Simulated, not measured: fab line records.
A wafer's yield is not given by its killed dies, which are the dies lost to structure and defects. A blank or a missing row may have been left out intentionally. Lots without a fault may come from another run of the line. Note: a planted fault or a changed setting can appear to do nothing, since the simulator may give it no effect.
Matching of chambers | flow gf180mcu | rie diel-03 running GF_SAB_ETCH_11: 4 sister chambers
The step etches SiO2 in C4F8/O2/Ar, target depth 55 nm, time 8.5 s. 14 wafers are shown with their chamber, then 7 later ones without.

## WAFERS, EACH WITH ITS CHAMBER
wafer  | chamber | oes product au (a.u.) | chamber pressure mTorr (mTorr)
L078.1 | 1       | 1.027                 | 39.98
L078.3 | 0       | 0.995                 | 40.00
L078.6 | 3       | 0.993                 | 40.02
L077.1 | 1       | 1.018                 | 39.99
L077.2 | 3       | 0.991                 | 39.99
L077.6 | 3       | 0.994                 | 40.00
L079.3 | 3       | 0.995                 | 40.03
L079.4 | 1       | 1.012                 | 39.96
L079.6 | 2       | 1.009                 | 40.02
L088.2 | 3       | 0.974                 | 39.99
L088.4 | 2       | 0.988                 | 40.09
L088.5 | 2       | 0.988                 | 39.99
L089.1 | 1       | 1.016                 | 40.06
L089.2 | 3       | 0.986                 | 39.97

SIGNATURES (means of the wafers above)
reading                | chamber 0 | chamber 1 | chamber 2 | chamber 3 | scatter within a chamber
oes product au         | 0.99500   | 1.01825   | 0.99500   | 0.98883   | 0.00854
chamber pressure mTorr | 40.0000   | 39.9975   | 40.0333   | 40.0000   | 0.0365
Rule: for a wafer and a chamber, the distance is found by dividing, reading by reading, the gap between the wafer's reading and the chamber's mean by the reading's scatter, squaring, summing and taking the root. The wafer belongs to the nearest chamber; if the next one is less than 2 further off, it can't be placed. The scatter is the square root of a quotient: the sum, over the shown wafers, of each reading's squared deviation from its chamber's mean, divided by wafers minus chambers.

## WAFERS WITH NO CHAMBER GIVEN
wafer  | oes product au (a.u.) | chamber pressure mTorr (mTorr)
L089.4 | 0.996                 | 40.00
L092.2 | 0.990                 | 40.01
L092.4 | 1.009                 | 40.00
L092.6 | 0.977                 | 40.04
L093.2 | 0.975                 | 40.01
L093.5 | 1.029                 | 39.94
L093.6 | 0.981                 | 40.08

## WHICH CHAMBER EACH WENT THROUGH
wafer  | from the rows above               | in truth
L089.4 | can't be placed: 0 or 3 or 2      | 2
L092.2 | can't be placed: 3 or 0 or 2      | 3
L092.4 | can't be placed: 1 or 0 or 2 or 3 | 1
L092.6 | can't be placed: 3 or 2 or 0      | 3
L093.2 | can't be placed: 3 or 0 or 2      | 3
L093.5 | 1                                 | 1
L093.6 | can't be placed: 2 or 3 or 0      | 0
Placed correctly: 1 of 7. Can't be placed from these rows: 6 (the true chamber is among the candidates in 6). 0 placed wrongly.
